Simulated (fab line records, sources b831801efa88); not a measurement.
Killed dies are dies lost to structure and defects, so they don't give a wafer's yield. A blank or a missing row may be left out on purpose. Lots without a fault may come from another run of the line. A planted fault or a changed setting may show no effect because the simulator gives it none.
Which tool did it? | flow sky130 | 12 lots, 36 wafers sampled, at 4 steps of a route of 708

WHAT THE GAUGES READ, wafer by wafer
SKY_GATE_OXIDE_OVL_MEAS_10. Usual: GATE_OXIDE_OVL 0.7 nm, standard deviation 1.4.
lot  | measured     | on         | GATE_OXIDE_OVL (nm) | flag
L311 | day 13 23:44 | overlay-02 | 1.3 1.3 -0.6        |
L313 | day 14 16:33 | overlay-01 | -2.3 -0.7 0.0       |
L315 | day 14 20:50 | overlay-01 | -0.5 -0.6 -0.1      |
L326 | day 18 23:17 | overlay-01 | 0.6 1.7 1.8         |
L327 | day 19 03:41 | overlay-02 | 0.9 1.2 1.3         |
L328 | day 19 14:30 | overlay-01 | 0.2 -0.6 0.2        |
L329 | day 20 00:46 | overlay-02 | 1.2 -0.3 -0.1       |
L330 | day 20 05:59 | overlay-02 | 0.6 1.3 -0.1        |
L331 | day 21 03:19 | overlay-01 | -0.9 -0.1 0.6       |
L332 | day 22 00:40 | overlay-02 | -1.5 0.5 0.0        |
L333 | day 22 01:05 | overlay-02 | -0.5 -1.1 -2.5      |
L334 | day 22 04:48 | overlay-02 | 1.3 1.9 2.1         |

SKY_POLY_GATE_THK_MEAS_04. Usual: POLY_GATE_CVD_03_THK 74.8 nm, standard deviation 0.69.
lot  | measured     | on            | POLY_GATE_CVD_03_THK (nm) | flag
L311 | day 15 14:32 | film_metro-01 | 74.3 74.3 74.7            |
L313 | day 16 02:28 | film_metro-03 | 75.1 75.1 74.8            |
L326 | day 20 11:45 | film_metro-03 | 75.0 74.3 74.1            |
L327 | day 20 16:36 | film_metro-03 | 74.9 75.4 75.3            |
L328 | day 21 02:09 | film_metro-03 | 76.4 76.0 76.3            |
L329 | day 21 12:12 | film_metro-03 | 74.2 74.9 74.9            |
L330 | day 21 16:52 | film_metro-03 | 74.5 75.8 74.8            |
L331 | day 22 15:10 | film_metro-04 | 74.3 74.1 74.4            |
L332 | day 23 11:25 | film_metro-04 | 74.6 74.2 74.6            |
L333 | day 23 12:58 | film_metro-01 | 75.1 75.3 74.4            |
L334 | day 23 15:32 | film_metro-04 | 75.7 75.5 74.9            |

WHICH TOOL RAN EACH LOT (tool, then ch and the chambers of the sampled wafers, then the start)
lot  | SKY_SONOS_ONO_ETCH_15              | SKY_GATE_OXIDE_STRIP_13
L311 | rie_diel-02 ch 0,1,3, day 12 19:11 | plasma_asher-04 ch 0,1, day 14 00:04
L313 | rie_diel-02 ch 0,3, day 13 15:02   | plasma_asher-04 ch 0,1, day 14 16:53
L315 | rie_diel-01 ch 0,1,2, day 13 15:17 | plasma_asher-01 ch 0,1, day 14 21:08
L326 | rie_diel-02 ch 1,2, day 17 14:47   | plasma_asher-01 ch 0,1, day 18 23:40
L327 | rie_diel-04 ch 2,3, day 17 18:17   | plasma_asher-03 ch 0,1, day 19 03:58
L328 | rie_diel-01 ch 2,3, day 18 06:05   | plasma_asher-03 ch 0,1, day 19 14:49
L329 | rie_diel-04 ch 0,3, day 18 15:14   | plasma_asher-03 ch 0,1, day 20 01:04
L330 | rie_diel-02 ch 1,3, day 18 21:11   | plasma_asher-04 ch 0,1, day 20 06:23
L331 | rie_diel-04 ch 1,2,3, day 19 19:23 | plasma_asher-03 ch 0,1, day 21 03:43
L332 | rie_diel-02 ch 0,3, day 20 16:44   | plasma_asher-04 ch 0,1, day 22 01:04
L333 | rie_diel-01 ch 0,2, day 20 17:41   | plasma_asher-04 ch 0,1, day 22 01:22
L334 | rie_diel-04 ch 0,3, day 20 20:38   | plasma_asher-03 ch 0,1, day 22 05:07
- SKY_SONOS_ONO_ETCH_15: etches the open film in CHF3/O2, target depth 19.52 nm, time 7.8 s.
- SKY_GATE_OXIDE_STRIP_13: strips in O2/N2.

WHAT THE TOOLS THEMSELVES READ (means of the sampled wafers that have a number; where no wafer has one, the mark that the record gives instead)
SKY_SONOS_ONO_ETCH_15. Usual: chamber_pressure_mTorr 40.00 mTorr, standard deviation 0.04; drypump_motor_current_A 5.7 A, standard deviation 0.37; oes_product_au 1.003 a.u., standard deviation 0.0072; throttle_valve_pct 8.826 %, standard deviation 0.0094.
lot  | tool        | chamber_pressure_mTorr (mTorr) | drypump_motor_current_A (A) | oes_product_au (a.u.) | throttle_valve_pct (%) | flag
L311 | rie_diel-02 | 40.00                          | 5.5                         | 1.002                 | 8.832                  |
L313 | rie_diel-02 | 40.00                          | 5.4                         | 1.008                 | 8.824                  |
L315 | rie_diel-01 | 40.04                          | 5.6                         | 1.003                 | 8.833                  |
L326 | rie_diel-02 | 40.02                          | 5.9                         | 1.000                 | 8.816                  |
L327 | rie_diel-04 | 40.01                          | 6.2                         | 0.996                 | 8.829                  |
L328 | rie_diel-01 | 40.02                          | 5.9                         | 1.011                 | 8.830                  |
L329 | rie_diel-04 | 39.96                          | 5.4                         | 1.001                 | 8.827                  |
L330 | rie_diel-02 | 40.02                          | 5.4                         | 1.006                 | 8.833                  |
L331 | rie_diel-04 | 40.02                          | 6.0                         | 1.005                 | 8.834                  |
L332 | rie_diel-02 | 39.93                          | 5.3                         | 1.005                 | 8.819                  |
L333 | rie_diel-01 | 40.03                          | 5.7                         | 1.009                 | 8.826                  |
L334 | rie_diel-04 | 39.98                          | 5.8                         | 0.993                 | 8.822                  |

SKY_GATE_OXIDE_STRIP_13. Usual: chamber_pressure_mTorr 1499.9 mTorr, standard deviation 1.4; drypump_motor_current_A 5.7 A, standard deviation 0.38; oes_product_au 0.715 a.u., standard deviation 0.0044; strip_time_to_endpoint_s 14.16 s, standard deviation 0.047.
lot  | tool            | chamber_pressure_mTorr (mTorr) | drypump_motor_current_A (A) | oes_product_au (a.u.) | strip_time_to_endpoint_s (s) | flag
L311 | plasma_asher-04 | 1500.6                         | 5.7                         | 0.716                 | 14.26                        |
L313 | plasma_asher-04 | 1499.7                         | 5.7                         | 0.715                 | 14.19                        |
L315 | plasma_asher-01 | 1501.9                         | 5.8                         | 0.931                 | -                            | OFF
L326 | plasma_asher-01 | 1498.5                         | 5.8                         | 0.715                 | 14.21                        |
L327 | plasma_asher-03 | 1499.9                         | 5.5                         | 0.713                 | 14.17                        |
L328 | plasma_asher-03 | 1499.2                         | 5.5                         | 0.711                 | 14.12                        |
L329 | plasma_asher-03 | 1500.0                         | 5.5                         | 0.714                 | 14.13                        |
L330 | plasma_asher-04 | 1500.2                         | 5.7                         | 0.716                 | 14.17                        |
L331 | plasma_asher-03 | 1500.4                         | 5.5                         | 0.715                 | 14.18                        |
L332 | plasma_asher-04 | 1499.2                         | 5.7                         | 0.714                 | 14.13                        |
L333 | plasma_asher-04 | 1501.2                         | 5.7                         | 0.715                 | 14.15                        |
L334 | plasma_asher-03 | 1498.8                         | 5.9                         | 0.714                 | 14.13                        |

THE ANSWER, worked out from the rows above alone
Rule: a lot is off if the mean of its wafers that have a number lies more than 3 standard deviations from the usual mean. A lot without any number at a reading at which 4 lots or more have one is off too. The other lots that the step has rows for count as sound. The gauges are gone through in route order, then the tools' own readings, and for those a lot's mean is taken as printed above. The first step at which some lot is off is used, and at that step the reading that is off furthest; a lot without a number counts as furthest.
Off: L315, at SKY_GATE_OXIDE_STRIP_13 (strip_time_to_endpoint_s). Without a number there: L315.
A tool fits if, at that step or a process step before it, it ran every lot that is off, and no sound lot after the first of them. None of those tried fits.

WHAT THE SIMULATOR HAD PUT IN
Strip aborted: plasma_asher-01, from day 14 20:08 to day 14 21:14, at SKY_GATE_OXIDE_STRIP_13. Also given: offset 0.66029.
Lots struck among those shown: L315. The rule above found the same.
